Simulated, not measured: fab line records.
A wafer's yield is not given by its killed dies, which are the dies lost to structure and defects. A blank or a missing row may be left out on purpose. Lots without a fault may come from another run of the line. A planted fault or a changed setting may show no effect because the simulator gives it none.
Which tool did it? | flow sky130 | 11 lots with 33 wafers sampled at 2 steps, on a route of 708 steps

## WHAT THE GAUGES READ, wafer by wafer
SKY_CAPM_THK_MEAS_01. Usual: for CAPM_CVD_00_THK the level is 15.46 nm and the standard deviation is 0.25.
lot  | measured     | on            | CAPM_CVD_00_THK (nm) | flag
L186 | day 36 22:37 | film-metro-01 | 15.69 15.28 15.64    |
L189 | day 38 01:57 | film-metro-02 | 15.40 15.52 15.83    |
L191 | day 38 21:04 | film-metro-01 | 15.24 14.93 15.26    |
L192 | day 38 21:39 | film-metro-04 | 15.47 15.59 15.70    |
L193 | day 39 20:35 | film-metro-02 | 15.24 15.38 15.61    |
L195 | day 40 03:34 | film-metro-02 | 15.04 14.93 15.30    |
L197 | day 40 10:01 | film-metro-01 | 15.80 15.63 15.74    |
L196 | day 40 15:02 | film-metro-01 | 15.41 15.65 15.69    |
L198 | day 40 16:37 | film-metro-02 | 15.84 15.71 15.98    |
L199 | day 41 01:13 | film-metro-02 | 15.41 15.60 15.66    |
L206 | day 42 22:06 | film-metro-02 | 14.65 15.61 15.24    |

SKY_METAL3_CD_MEAS_13 targets a cd of 300 nm. Usual: cd-nm at 300.3 nm, with a standard deviation of 1.6.
lot  | measured     | on        | cd-nm (nm)        | flag
L186 | day 39 03:41 | cd-sem-02 | 300.6 300.9 301.5 |
L189 | day 40 04:17 | cd-sem-01 | 299.2 299.8 299.9 |
L191 | day 40 22:01 | cd-sem-01 | 297.5 298.2 299.2 |
L192 | day 40 22:58 | cd-sem-01 | 299.3 301.3 299.9 |
L193 | day 41 22:05 | cd-sem-01 | 300.4 299.9 300.3 |
L195 | day 42 03:38 | cd-sem-01 | 298.4 298.6 298.6 |
L197 | day 42 10:17 | cd-sem-02 | 302.1 300.5 301.1 |
L196 | day 42 14:09 | cd-sem-02 | 301.3 300.2 300.3 |
L198 | day 42 16:20 | cd-sem-02 | 299.7 298.2 299.9 |
L199 | day 43 01:35 | cd-sem-02 | 301.3 301.6 299.5 |
L206 | day 44 18:49 | cd-sem-01 | 304.0 301.8 303.6 |

## EACH LOT AND THE TOOL THAT RAN IT (in order: tool; ch and the chambers of the sampled wafers; start)
The record holds no process step before these readings.

## AS READ BY THE TOOLS THEMSELVES (means over the sampled wafers that have a number; for cases with no such wafer, the mark the record gives instead)
The record holds no such reading with a usual standard deviation.

## THE ANSWER, worked out from the rows above alone
Rule: lot off if the mean of its wafers having a number is beyond 3 standard deviations from the usual mean. Also off: a lot with no number at a reading for which 4 or more lots have one. All remaining lots with rows at the step are treated as sound. Order of review: gauges by route order, followed by the tools' own readings, for which a lot's mean as printed above is used. The first step at which some lot is off is used, and at that step the reading that is off furthest; a lot without a number counts as furthest.
No lot is off at any reading shown: from this, nothing can be told.

## WHAT THE SIMULATOR PUT IN
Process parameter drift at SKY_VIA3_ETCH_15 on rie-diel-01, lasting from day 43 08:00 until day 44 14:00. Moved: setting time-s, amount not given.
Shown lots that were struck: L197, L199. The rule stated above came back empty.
